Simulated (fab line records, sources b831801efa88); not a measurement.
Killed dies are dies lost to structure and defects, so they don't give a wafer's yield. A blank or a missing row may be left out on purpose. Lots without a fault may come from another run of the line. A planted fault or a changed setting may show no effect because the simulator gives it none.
One fault seen from 2 desks | flow sky130 | each desk has only its own numbers; what lay behind them comes last

THE TOOL OWNER'S DESK: iline_stepper-01
The tool's own readings at SKY_GATE_OXIDE_EXPOSE_07 (exposes mask LVOM, target cd 600 nm): means of the sampled wafers that have a number, for each lot that ran on this tool. A lot is out of limits, marked OUT, if its mean lies more than 4 standard deviations from the usual mean; the brackets give that distance.
Columns: A = focus_offset_nm at SKY_GATE_OXIDE_EXPOSE_07, usual 0.1 nm
lot  | first seen here | A
L780 | day 13 18:07    | -0.3
L785 | day 15 12:34    | 0.8
L786 | day 15 17:52    | 0.6
L791 | day 17 11:04    | -0.5
L796 | day 19 11:02    | -0.5
L798 | day 20 00:37    | 0.3
This desk's finding: nothing out of limits on any of the 6 lots.

THE METROLOGY DESK
What the gauges read, lot by lot, whatever tool the lot ran on: means of the sampled wafers that have a number. A lot is out of limits, marked OUT, if its mean lies more than 4 standard deviations from the usual mean; the brackets give that distance.
Columns: A = VT_ADJUST_PCH_OVL at SKY_VT_ADJUST_PCH_OVL_MEAS_07, usual -0.4 nm; B = GATE_OXIDE_OVL at SKY_GATE_OXIDE_OVL_MEAS_10, usual 0.0 nm; C = POLY_GATE_OVL at SKY_POLY_GATE_OVL_MEAS_14, usual 1 nm
lot  | first seen here | A    | B                | C
L780 | day 10 22:11    | -1.4 | -0.2             | 0
L785 | day 12 08:19    | 1.0  | -0.8             | -1
L786 | day 12 15:01    | -1.2 | 1.5              | 10
L787 | day 12 23:23    | -0.7 | -0.8             | -1
L791 | day 14 04:10    | -1.4 | 0.0              | -5
L796 | day 15 22:28    | -1.2 | -115.6 (-77) OUT | 3
L797 | day 15 22:47    | -0.0 | -0.2             | -6
L798 | day 16 11:43    | -1.6 | -114.4 (-76) OUT | 3
L799 | day 16 15:05    | 1.8  | 0.8              | -4
L800 | day 17 01:28    | -1.4 | 0.3              | 1
L801 | day 17 14:49    | -0.7 | -0.4             | -0
L802 | day 17 23:08    | -0.9 | 1.7              | 4
This desk's finding: out of limits on L796, L798; first on L796, day 20 02:10 (GATE_OXIDE_OVL at SKY_GATE_OXIDE_OVL_MEAS_10). In limits: L780, L785, L786, L787, L791, L797, L799, L800, L801, L802.

PUT TOGETHER
The metrology desk could have raised an alarm at day 20 02:10, on L796, L798.
The tool owner's desk saw nothing out of limits.
The tool owner's desk has L796, L798 on record, within its limits.
Of the lots named, all ran SKY_GATE_OXIDE_EXPOSE_07 on iline_stepper-01.

WHAT THE SIMULATOR HAD PUT IN
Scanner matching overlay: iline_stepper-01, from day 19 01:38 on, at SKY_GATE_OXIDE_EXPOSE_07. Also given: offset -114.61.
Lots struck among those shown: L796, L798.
Hours from the fault's start to each desk's first reading out of limits: the metrology desk, 25.
